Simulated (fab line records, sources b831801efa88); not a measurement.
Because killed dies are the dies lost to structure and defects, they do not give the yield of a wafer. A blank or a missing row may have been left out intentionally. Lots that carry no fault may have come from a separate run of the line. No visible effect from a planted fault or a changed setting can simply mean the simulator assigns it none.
2 desks looking at one fault	flow sky130	what lay behind the numbers comes last; until then each desk has only its own

TOOL OWNER'S DESK, pvd sputter-04
At SKY_LOCAL_INTERCONNECT_SPUTTER_00 (material TiN, target thk 100 nm, time 83.3 s) the tool's own readings: per lot run on this tool, the mean of the sampled wafers that have a number. Any lot whose mean is over 4 standard deviations away from the usual mean is out of limits and marked OUT; that distance is given in the brackets.
Columns: A = cathode dc power W at SKY_LOCAL_INTERCONNECT_SPUTTER_00, usual 6499.9 W; B = substrate temp c at SKY_LOCAL_INTERCONNECT_SPUTTER_00, usual 300.04 C; C = susceptor temp C at SKY_LOCAL_INTERCONNECT_SPUTTER_00, usual 300.00 C; D = throttle valve pct at SKY_LOCAL_INTERCONNECT_SPUTTER_00, usual 29.5 %
lot	first seen here	A	B	C	D
L672	day 29 13:17	6499.9	299.96	300.19	28.7
L676	day 31 01:14	6501.5	299.91	300.16	29.3
L682	day 32 23:52	6500.8	300.00	300.22	28.8
L684	day 33 13:49	6499.9	299.74	299.91	29.5
This desk found nothing out of limits on any of the 4 lots.

FROM THE METROLOGY DESK
Lot by lot, what the gauges showed, no matter which tool ran the lot: averages of those sampled wafers that carry a number. Any lot whose mean is over 4 standard deviations away from the usual mean is out of limits and marked OUT; that distance is given in the brackets.
Columns: A = LOCAL_INTERCONNECT_TIN_RS at SKY_LOCAL_INTERCONNECT_RS_MEAS_01, usual 14.18 ohm/sq; B = LOCAL_INTERCONNECT_TIN_THK at SKY_LOCAL_INTERCONNECT_THK_MEAS_02, usual 100.0 nm
lot	first seen here	A	B
L672	day 29 13:23	14.31	99.1
L675	day 30 16:14	14.06	99.8
L676	day 31 01:19	14.32	99.6
L680	day 32 04:42	14.18	100.1
L682	day 32 23:56	14.24	99.3
L683	day 33 08:13	14.01	100.9
L684	day 33 13:54	14.66	97.1
L685	day 33 16:27	14.11	100.4
L691	day 35 17:43	14.21	99.6
L693	day 35 22:42	14.29	99.0
L694	day 36 06:08	14.00	101.1
This desk found nothing out of limits on any of the 11 lots.

PUT TOGETHER
The desk of the tool owner found nothing out of limits.
Nothing out of limits was seen by the metrology desk.

WHAT THE SIMULATOR HAD PUT IN
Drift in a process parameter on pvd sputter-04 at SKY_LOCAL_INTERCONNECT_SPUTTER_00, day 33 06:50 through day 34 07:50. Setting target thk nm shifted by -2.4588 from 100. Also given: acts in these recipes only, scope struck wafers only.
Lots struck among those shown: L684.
